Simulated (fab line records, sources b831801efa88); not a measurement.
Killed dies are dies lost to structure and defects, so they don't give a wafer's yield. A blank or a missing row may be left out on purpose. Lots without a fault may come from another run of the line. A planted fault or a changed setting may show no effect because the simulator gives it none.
fab line records | flow sky130
record lots=14 wafers=42 last_day=50
route steps=708 shown METAL3@563 METAL4@602 METAL5@674
lots that met no fault: from a run of the same line without faults
start_h: hours from the record's first day to the start of the lot's first wafer shown | wait_h: hours since the lot's step before | " the same as in the row above | L1.1+2: a row that stands for several wafers | - no value, or no start given | * or withheld: withheld | < > ~ a bound
route shown NAME@n: a module of which the file shows steps, and the number in the route of the first | usual: mean/standard deviation of fault-free wafers | same: alike in all rows | chamber/n: place in a boat | sites: the reading at each site | _std_site: their standard deviation | _edge_site: outer sites' mean less inner sites' | radius_mm: how far each site lies from the wafer's centre | mask NAME#n: copy n | behind: the tool/chamber that last shaped the wafer | hold: why the lot was held/for how many hours/how that ended | device: the transistor (n, p or np) that didn't switch | end of line: the same wafers' tests at the end of the route | a step without rows: its recipe alone | killed: dies lost to structure and defects at the first sort, not the wafer's yield | map: a wafer's dies, x killed, . not, _ none there
set.NAME: the setting as run; set.NAME@STEP: as run at that earlier step | model.NAME: the simulator's own value behind a step, which no gauge read
steps of the route over a sample of lots; a table a step, a row a wafer
services: from which hour (start_h, from the record's first day; less than 0 if before it) a tool's chamber was out of use, for how many hours, and why
## steps
# step SKY_METAL3_CD_MEAS_13
# recipe target_cd_nm=300
# usual cd_nm=300.3/1.4
# columns lot.wafer tool chamber start_h wait_h cd_nm
L803.2 cd_sem-01 - 895.30 - 300.2
L803.3 " - " " 301.0
L803.5 " - " " 301.7
L804.2 cd_sem-02 - 923.92 - 299.1
L804.3 " - " " 297.8
L804.4 " - " " 298.7
L806.2 cd_sem-02 - 924.91 - 300.6
L806.5 " - " " 300.8
L806.6 " - " " 300.0
L808.1 cd_sem-01 - 936.19 - 298.7
L808.2 " - " " 298.8
L808.6 " - " " 296.9
L809.2 cd_sem-02 - 944.00 - 300.3
L809.4 " - " " 301.2
L809.6 " - " " 300.0
L815.1 cd_sem-02 - 987.84 - 300.4
L815.2 " - " " 299.3
L815.6 " - " " 299.3
L817.1 cd_sem-02 - 1026.85 - 301.3
L817.5 " - " " 300.9
L817.6 " - " " 301.5
L816.2 cd_sem-01 - 1029.02 - 301.7
L816.3 " - " " 300.2
L816.5 " - " " 301.7
L821.4 cd_sem-01 - 1030.99 - 301.1
L821.5 " - " " 298.6
L821.6 " - " " 299.6
L820.1 cd_sem-02 - 1032.53 - 301.4
L820.2 " - " " 300.6
L820.6 " - " " 300.8
L823.1 cd_sem-01 - 1040.89 - 300.4
L823.3 " - " " 302.4
L823.6 " - " " 300.5
L825.1 cd_sem-02 - 1065.29 - 300.4
L825.4 " - " " 299.6
L825.5 " - " " 298.5
L824.1 cd_sem-02 - 1067.69 - 296.3
L824.5 " - " " 297.0
L824.6 " - " " 296.2
L826.1 cd_sem-02 - 1068.80 - 301.3
L826.2 " - " " 301.0
L826.5 " - " " 300.8
# step SKY_METAL4_SPUTTER_04
# recipe material=TiN target_thk_nm=70 power_w=6500 time_s=58.3 chamber_pressure_pa=0.4
# usual throttle_valve_pct=30.7/1
# columns lot.wafer tool chamber start_h wait_h throttle_valve_pct
L803.2 pvd_sputter-02 - 923.40 0.0 30.4
L803.3 " - " " 31.8
L803.5 " - " " 29.4
L804.2 pvd_sputter-02 - 950.81 0.0 29.4
L804.3 " - " " 31.3
L804.4 " - " " 32.2
L806.2 pvd_sputter-02 - 952.55 0.0 31.5
L806.5 " - " " 29.4
L806.6 " - " " 32.0
L808.1 pvd_sputter-02 - 964.09 0.0 32.2
L808.2 " - " " 29.3
L808.6 " - " " 31.7
L809.2 pvd_sputter-01 - 970.72 0.0 30.3
L809.4 " - " " 30.4
L809.6 " - " " 32.4
L815.1 pvd_sputter-04 - 1014.37 0.0 31.0
L815.2 " - " " 30.1
L815.6 " - " " 30.0
L817.1 pvd_sputter-01 - 1052.46 0.0 31.3
L817.5 " - " " 32.2
L817.6 " - " " 31.2
L816.2 pvd_sputter-01 - 1054.31 0.0 30.6
L816.3 " - " " 32.5
L816.5 " - " " 30.2
L821.4 pvd_sputter-04 - 1056.15 0.0 31.3
L821.5 " - " " 29.1
L821.6 " - " " 30.3
L820.1 pvd_sputter-02 - 1058.15 0.0 31.4
L820.2 " - " " 30.3
L820.6 " - " " 30.0
L823.1 pvd_sputter-01 - 1065.55 0.0 31.3
L823.3 " - " " 32.5
L823.6 " - " " 30.3
L825.1 pvd_sputter-04 - 1089.27 0.0 29.1
L825.4 " - " " 29.9
L825.5 " - " " 30.3
L824.1 pvd_sputter-04 - 1092.21 0.0 31.1
L824.5 " - " " 31.1
L824.6 " - " " 30.6
L826.1 pvd_sputter-04 - 1093.21 0.0 28.8
L826.2 " - " " 31.3
L826.5 " - " " 30.6
# step SKY_METAL5_DEVELOP_13
# recipe resist=NOVOLAK developer=TMAH develop_time_s=60 dev_temp_c=22.59
# usual chill_plate_temp_C=23.00/0.097 develop_time_s=60/0 developer_temp_C=22.61/0.087
# columns lot.wafer tool chamber start_h wait_h chill_plate_temp_C develop_time_s developer_temp_C
L803.2 litho_track-01 0 1021.77 0.1 23.12 60 22.60
L803.3 " 0 " " 22.99 60 22.53
L803.5 " 0 " " 23.03 60 22.57
L804.2 litho_track-03 0 1046.06 0.1 23.02 60 22.56
L804.3 " 0 " " 23.06 60 22.51
L804.4 " 0 " " 23.06 60 22.63
L806.2 litho_track-04 0 1048.05 0.1 23.03 60 22.69
L806.5 " 0 " " 22.77 60 22.75
L806.6 " 0 " " 22.96 60 22.62
L808.1 litho_track-03 - 1058.78 0.1 - - -
L808.2 " - " " - - -
L808.6 " - " " - - -
L809.2 litho_track-03 - 1062.61 0.1 - - -
L809.4 " - " " - - -
L809.6 " - " " - - -
L815.1 litho_track-01 0 1102.99 0.1 22.96 60 22.57
L815.2 " 0 " " 22.93 60 22.63
L815.6 " 0 " " 23.04 60 22.51
L817.1 litho_track-01 0 1135.69 0.1 22.92 60 22.79
L817.5 " 0 " " 22.95 60 22.53
L817.6 " 0 " " 22.99 60 22.73
L816.2 litho_track-03 0 1138.61 0.1 23.09 60 22.60
L816.3 " 0 " " 22.94 60 22.49
L816.5 " 0 " " 22.92 60 22.65
L821.4 litho_track-03 0 1140.71 0.1 23.05 60 22.73
L821.5 " 0 " " 23.02 60 22.62
L821.6 " 0 " " 22.87 60 22.47
L820.1 litho_track-04 0 1143.08 0.1 23.02 60 22.74
L820.2 " 0 " " 22.92 60 22.84
L820.6 " 0 " " 23.08 60 22.71
L823.1 litho_track-01 0 1148.94 0.1 23.10 60 22.56
L823.3 " 0 " " 23.08 60 22.64
L823.6 " 0 " " 23.03 60 22.61
L825.1 litho_track-03 0 1168.18 0.1 22.95 60 22.58
L825.4 " 0 " " 22.98 60 22.41
L825.5 " 0 " " 22.81 60 22.31
L824.1 litho_track-03 0 1170.08 0.1 23.02 60 22.63
L824.5 " 0 " " 22.98 60 22.73
L824.6 " 0 " " 23.01 60 22.39
L826.1 litho_track-03 0 1170.38 0.1 23.14 60 22.59
L826.2 " 0 " " 23.05 60 22.62
L826.5 " 0 " " 23.05 60 22.59
# step SKY_METAL5_DESCUM_14
# recipe chemistry=O2 source_power_w=150 bias_power_w=0 pressure_mtorr=10 temp_c=40 time_s=11
# usual drypump_motor_current_A=5.8/0.4 oes_product_au=0.999/0.0087
# columns lot.wafer tool chamber start_h wait_h drypump_motor_current_A oes_product_au rf_hours_counter_h
L803.2 rie_metal-03 1 1021.89 0.1 5.4 0.999 14
L803.3 " 0 " " 6.0 1.000 -
L803.5 " 1 " " 5.4 0.997 -
L804.2 rie_metal-03 0 1046.18 0.1 6.0 1.004 8
L804.3 " 1 " " 5.4 1.002 -
L804.4 " 0 " " 6.0 1.006 -
L806.2 rie_metal-04 1 1048.18 0.1 5.4 0.998 10
L806.5 " 0 " " 6.4 1.009 -
L806.6 " 1 " " 5.4 0.991 -
L808.1 rie_metal-03 1 1058.93 0.1 5.4 1.009 16
L808.2 " 0 " " 6.0 1.013 8
L808.6 " 0 " " 6.0 1.009 -
L809.2 rie_metal-02 0 1062.73 0.1 5.1 1.015 1
L809.4 " 1 " " 5.9 1.006 -
L809.6 " 1 " " 6.0 0.997 -
L815.1 rie_metal-03 0 1103.14 0.1 6.0 0.994 12
L815.2 " 1 " " 5.4 0.993 19
L815.6 " 1 " " 5.4 0.988 -
L817.1 rie_metal-04 0 1135.84 0.1 6.3 0.999 12
L817.5 " 1 " " 5.4 0.987 -
L817.6 " 0 " " 6.3 1.008 -
L816.2 rie_metal-04 0 1138.73 0.1 6.3 1.011 13
L816.3 " 1 " " 5.4 0.983 -
L816.5 " 0 " " 6.3 1.001 -
L821.4 rie_metal-03 0 1140.79 0.1 6.0 0.995 -
L821.5 " 0 " " 5.9 1.003 -
L821.6 " 1 " " 5.4 0.989 -
L820.1 rie_metal-02 0 1143.23 0.1 5.1 1.006 9
L820.2 " 1 " " 6.0 0.994 1
L820.6 " 1 " " 6.0 0.997 -
L823.1 rie_metal-03 1 1149.09 0.1 5.4 0.991 23
L823.3 " 0 " " 6.0 1.018 -
L823.6 " 0 " " 6.0 1.016 -
L825.1 rie_metal-04 1 1168.33 0.1 5.4 0.985 19
L825.4 " 1 " " 5.4 0.992 -
L825.5 " 0 " " 6.3 0.993 -
L824.1 rie_metal-02 1 1170.23 0.1 6.0 0.998 4
L824.5 " 1 " " 5.9 1.000 -
L824.6 " 0 " " 5.1 1.002 -
L826.1 rie_metal-03 0 1170.53 0.1 6.0 1.001 18
L826.2 " 1 " " 5.4 0.988 25
L826.5 " 0 " " 6.0 1.003 -
## services
# columns tool chamber start_h hours kind
rie_metal-04 0 925.43 - clean
rie_metal-04 0 925.43 14.3 scheduled_down
rie_metal-04 0 925.43 14.3 vent_cycle
rie_metal-02 - 960.59 2.8 pm
pvd_sputter-02 - 961.41 1.0 repair
litho_track-01 - 970.91 - consumable_replace:filter
rie_metal-03 - 974.99 3.4 repair
rie_metal-04 0 978.23 7.5 repair
pvd_sputter-04 - 1003.23 9.5 repair
rie_metal-04 - 1023.89 2.8 pm
rie_metal-02 0 1026.25 - clean
rie_metal-02 0 1026.25 24.7 scheduled_down
rie_metal-02 0 1026.25 24.7 vent_cycle
pvd_sputter-04 - 1027.26 2.3 repair
pvd_sputter-04 - 1042.01 5.0 repair
rie_metal-02 0 1070.93 26.7 repair
rie_metal-04 1 1078.22 9.3 repair
pvd_sputter-04 - 1094.98 1.6 repair
rie_metal-02 1 1101.87 - clean
rie_metal-02 1 1101.87 32.4 scheduled_down
rie_metal-02 1 1101.87 32.4 vent_cycle
pvd_sputter-02 - 1108.06 4.8 repair
rie_metal-03 1 1141.47 4.6 repair
rie_metal-03 - 1143.83 2.8 pm
## key
first_sign step=SKY_METAL5_DEVELOP_13 reading=tool_record direction=missing
effect none on later readings
met_at SKY_METAL5_DEVELOP_13
struck_lots L808,L809
later_rows_left_out L808.1,L808.2,L808.6,L809.2,L809.4,L809.6
sort_left_out L808.1,L808.2,L808.6,L809.2,L809.4,L809.6
not_acting_at SKY_METAL3_CD_MEAS_13,SKY_METAL4_SPUTTER_04,SKY_METAL5_DESCUM_14
onset_between 1046.06 1058.78
fault kind=skipped_step_whole tool=litho_track-03 chamber=- onset_h=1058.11 steps=SKY_METAL5_DEVELOP_13 scope=struck_lots_only
# sort_left_out: the simulated sort isn't trusted on such a fault, so these wafers' sort isn't shown, and their yield isn't known
# later_rows_left_out: the simulator's readings of these wafers behind a module that went badly wrong aren't trusted and aren't shown, but for the sort
